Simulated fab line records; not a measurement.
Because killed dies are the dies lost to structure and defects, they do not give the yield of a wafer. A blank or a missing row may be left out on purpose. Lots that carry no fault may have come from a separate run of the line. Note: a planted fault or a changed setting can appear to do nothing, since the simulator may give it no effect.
Struck lot and sound lot, side by side | flow sky130 | 16 out of 708 route steps
Sound: wafers L590.2, L590.4, L590.5. Struck: wafers L597.1, L597.6. (L597.5 of the same lot was not struck and is left out.) The cause comes at the end.
For every step that has rows: the tool of each side, followed by ch and its chambers, followed by its first start. Under that, the readings that differ: sound wafers | struck wafers | difference of the means | sigmas: that difference in standard deviations of wafers without a fault.
alike: words and numbers the same on both sides, and readings whose means are apart by under 2 such deviations; not compared: readings that were withheld, readings missing a value for some wafer, numbers with overlapping values and no deviation given by the record, and bounds like >300 which may hide the same value.
Wherever a step has rows on one side only, a row that says differs or no value, or a row with sigmas, the two part there. Non-overlapping numbers with no deviation appear without sigmas and do not part them. Lack of a reading on every wafer of one side parts them only where that side has two or more wafers.

SKY_POLY_GATE_THK_MEAS_04:
  struck on film metro-01, day 19 17:08; sound on film metro-02, day 16 21:02
  alike: POLY_GATE_CVD_03_THK
then, 8 steps without rows for these wafers: SKY_POLY_GATE_DEHYDRATE_05 (time 60 s); SKY_POLY_GATE_HMDS_06 (prime time 60 s); SKY_POLY_GATE_COAT_07 (resist thk 110 nm); SKY_POLY_GATE_COAT_08 (resist thk 450 nm); SKY_POLY_GATE_SOFTBAKE_09 (time 90 s); SKY_POLY_GATE_EXPOSE_10 (exposes mask P1M, target cd 150 nm); SKY_POLY_GATE_PEB_11; SKY_POLY_GATE_DEVELOP_12 (develop time 60 s).
SKY_POLY_GATE_CD_MEAS_13: target cd 150 nm.
  struck on cd sem-02, day 21 00:19; sound on cd sem-02, day 18 01:47
  alike: cd nm
SKY_POLY_GATE_OVL_MEAS_14:
  struck on overlay-01, day 21 00:26; sound on overlay-01, day 18 01:54
  alike: POLY_GATE_OVL
SKY_POLY_GATE_ETCH_15: etches BARC in N2/H2, stops on SiO2, time 118.5 s, target depth 110 nm.
  sound on rie diel-04 ch 1,2, day 18 01:56; struck on rie diel-04 ch 1,3, day 21 00:29
  alike: drypump motor current A, oes product au, run length s, throttle valve pct
  not compared: rf hours counter h
SKY_POLY_GATE_ETCH_16: etches Si3N4 in CH3F/O2, stops on poly-Si, time 147.5 s, target depth 75 nm.
  sound on rie diel-04 ch 1,2, day 18 02:01; struck on rie diel-04 ch 1,3, day 21 00:34
  reading                                          | sound             | struck      | difference | sigmas
  oes product au (a.u.)                            | 0.638 0.641 0.652 | 0.676 0.677 | +0.033     | +6
  run length s (s)                                 | 176.1 176.1 175.5 | 166.1 166.7 | -9.5       | -19
  model.KrF-thick_of_POLY_GATE_COAT_08.thk nm (nm) | 234.9 229.6 229.8 | 244 243.1   | +12        |
  alike: drypump motor current A, throttle valve pct
  not compared: rf hours counter h
SKY_POLY_GATE_ETCH_17: etches poly-Si in HBr/Cl2, stops on SiO2, target depth 180 nm, time 70.5 s.
  sound on rie si-01 ch 0,2,3, day 18 02:07; struck on rie si-01 ch 0, day 21 00:40
  reading                                          | sound             | struck    | difference | sigmas
  model.KrF-thick_of_POLY_GATE_COAT_08.thk nm (nm) | 139.1 135.2 135.9 | 148 148.6 | +12        |
  alike: drypump motor current A, oes product au, run length s, throttle valve pct
  not compared: rf hours counter h
SKY_POLY_GATE_STRIP_18: strips in O2/N2.
  sound on plasma asher-04 ch 0,1, day 18 02:10; struck on plasma asher-03 ch 0,1, day 21 00:43
  reading                      | sound          | struck    | difference | sigmas
  drypump motor current A (A)  | 5.89 5.76 5.76 | 6.21 6.31 | +0.46      | +2
  strip time to endpoint s (s) | 3.17 3.12 3.13 | 3.27 3.26 | +0.12      | +3
  alike: oes product au
  not compared: rf hours counter h
SKY_PAD_OPEN_PROBE_99:
  sound wafers here have rows in the record (prober-01, day 47 01:16); struck ones have none

WHERE THEY PART
Earliest at SKY_POLY_GATE_ETCH_16; latest, in this record, at SKY_PAD_OPEN_PROBE_99.

WHY: the cause the simulator had injected
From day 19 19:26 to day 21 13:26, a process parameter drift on rie diel-04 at SKY_POLY_GATE_ETCH_16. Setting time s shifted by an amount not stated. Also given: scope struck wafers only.
